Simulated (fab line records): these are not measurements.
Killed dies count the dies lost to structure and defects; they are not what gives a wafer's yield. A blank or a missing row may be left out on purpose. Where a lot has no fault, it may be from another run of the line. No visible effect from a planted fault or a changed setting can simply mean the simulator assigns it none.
Chamber matching    flow sky130    4 sister chambers for SKY_CONTACT_ETCH_17 on rie_diel-04
The step etches SiO2 in C4F8/O2/Ar, stops on Si3N4, target depth 340 nm. 4 wafers are shown with their chamber, then 7 later ones without.

== WAFERS PAIRED WITH THEIR CHAMBERS ==
wafer   chamber  oes_product_au (a.u.)
L079.1  1        0.890
L086.2  2        0.896
L087.2  3        0.884
L087.4  0        0.882

== WAFERS MISSING THEIR CHAMBER ==
wafer   oes_product_au (a.u.)
L087.5  0.888
L089.1  0.894
L089.2  0.894
L089.6  0.891
L094.1  0.892
L094.5  0.887
L094.6  0.888

== CHAMBER TAKEN BY EACH ==
wafer   from the rows above           in truth
L087.5  can't be placed: 1 or 3 or 0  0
L089.1  can't be placed: 2 or 1       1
L089.2  can't be placed: 2 or 1       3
L089.6  can't be placed: 1 or 2       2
L094.1  can't be placed: 1 or 2       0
L094.5  can't be placed: 1 or 3 or 0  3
L094.6  can't be placed: 1 or 3 or 0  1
Correct placement for 0 of the 7. Unplaceable from these rows: 7, with the true chamber sitting among the candidates in 5. Wrongly placed: 0.
How it was worked out, from the rows above alone: a wafer's distance from a chamber is the root of the sum, over the readings, of the square of ((its reading less the chamber's mean) divided by the reading's scatter). The wafer belongs to the nearest chamber; if the next one is less than 2 further off, it can't be placed. For every chamber, the mean is computed from those of its wafers that are shown. The scatter: with one shown wafer a chamber, the root of the mean of the squares of how far each hidden wafer lies from its nearest shown one.
